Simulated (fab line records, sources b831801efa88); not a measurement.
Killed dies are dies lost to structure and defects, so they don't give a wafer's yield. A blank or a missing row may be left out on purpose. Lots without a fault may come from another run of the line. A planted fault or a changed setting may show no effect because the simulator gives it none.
fab line records | flow sky130
record lots=14 wafers=42 last_day=51
route steps=708 shown PWDE@51
lots that met no fault: from a run of the same line without faults
start_h: hours from the record's first day to the start of the lot's first wafer shown | wait_h: hours since the lot's step before | " the same as in the row above | L1.1+2: a row that stands for several wafers | - no value, or no start given | * or withheld: withheld | < > ~ a bound
route shown NAME@n: a module of which the file shows steps, and the number in the route of the first | usual: mean/standard deviation of fault-free wafers | same: alike in all rows | chamber/n: place in a boat | sites: the reading at each site | _std_site: their standard deviation | _edge_site: outer sites' mean less inner sites' | radius_mm: how far each site lies from the wafer's centre | mask NAME#n: copy n | behind: the tool/chamber that last shaped the wafer | hold: why the lot was held/for how many hours/how that ended | device: the transistor (n, p or np) that didn't switch | end of line: the same wafers' tests at the end of the route | a step without rows: its recipe alone | killed: dies lost to structure and defects at the first sort, not the wafer's yield | map: a wafer's dies, x killed, . not, _ none there
set.NAME: the setting as run; set.NAME@STEP: as run at that earlier step | model.NAME: the simulator's own value behind a step, which no gauge read
steps of the route over a sample of lots; a table a step, a row a wafer
## steps
# step SKY_PWDE_DEVELOP_06
# recipe wall_angle_deg=90 developer=TMAH develop_time_s=60 dev_temp_c=23
# columns lot.wafer tool chamber start_h wait_h
L730.2+4+5 litho_track-03 0 84 -
L731.2+4+6 litho_track-04 0 91 -
L732.4+5+6 litho_track-03 0 94 -
L733.2+3+6 litho_track-01 0 99 -
L734.1+3+6 litho_track-03 0 104 -
L737.2+3+6 litho_track-01 0 123 -
L741.2+3+4 litho_track-01 0 141 -
L742.1+3+6 litho_track-01 0 145 -
L745.2+4+5 litho_track-04 0 164 -
L746.3+4+5 litho_track-03 0 170 -
L747.4+5+6 litho_track-04 0 180 -
L749.1+2+5 litho_track-03 0 194 -
L750.1+2+6 litho_track-03 0 199 -
L751.2+3+5 litho_track-04 0 206 -
# step SKY_PWDE_OVL_MEAS_07
# usual PWDE_OVL=1.5/1.3
# columns lot.wafer tool chamber start_h wait_h PWDE_OVL[nm]
L730.2 overlay-01 - 84.23 - 0.3
L730.4 " - " " 0.0
L730.5 " - " " 0.2
L731.2 overlay-01 - 91.48 - 1.9
L731.4 " - " " 2.6
L731.6 " - " " 1.6
L732.4 overlay-02 - 94.59 - 2.1
L732.5 " - " " 2.4
L732.6 " - " " 1.1
L733.2 overlay-01 - 99.61 - 0.0
L733.3 " - " " 0.6
L733.6 " - " " 0.5
L734.1 overlay-02 - 105.02 - 2.5
L734.3 " - " " 2.7
L734.6 " - " " 3.8
L737.2 overlay-01 - 123.26 - 1.3
L737.3 " - " " 2.6
L737.6 " - " " 1.3
L741.2 overlay-01 - 141.31 - -
L741.3 " - " " -
L741.4 " - " " -
L742.1 overlay-01 - 145.81 - -
L742.3 " - " " -
L742.6 " - " " -
L745.2 overlay-01 - 164.98 - 3.1
L745.4 " - " " 1.8
L745.5 " - " " 3.0
L746.3 overlay-02 - 170.13 - 3.7
L746.4 " - " " 4.0
L746.5 " - " " 5.6
L747.4 overlay-01 - 180.44 - 1.2
L747.5 " - " " 2.1
L747.6 " - " " 0.1
L749.1 overlay-01 - 194.22 - 0.5
L749.2 " - " " -1.5
L749.5 " - " " 1.2
L750.1 overlay-01 - 199.17 - 3.2
L750.2 " - " " 1.4
L750.6 " - " " 1.9
L751.2 overlay-01 - 206.88 - 2.3
L751.3 " - " " 3.7
L751.5 " - " " 1.6
## key
first_sign step=SKY_PWDE_OVL_MEAS_07 reading=PWDE_OVL direction=missing
effect none on later readings
met_at SKY_PWDE_DEVELOP_06
struck_lots L741,L742
sort_left_out L741.2,L741.3,L741.4,L742.1,L742.3,L742.6
tester_left_out L741,L742
onset_between 123 141
fault kind=process_parameter_drift tool=litho_track-01 chamber=- onset_h=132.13 steps=SKY_PWDE_DEVELOP_06 channel=develop_time_s offset=* shape=step end_h=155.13 acts_in=* stated=*
# tester_left_out: of these lots the tester's yield and bins aren't shown, on N5 and GAA mostly nor the transistor test; their killed dies are dies lost to structure and defects alone, not to doping, threshold or leakage, so they don't give the yield
# sort_left_out: the simulated sort isn't trusted on such a fault, so these wafers' sort isn't shown, and their yield isn't known
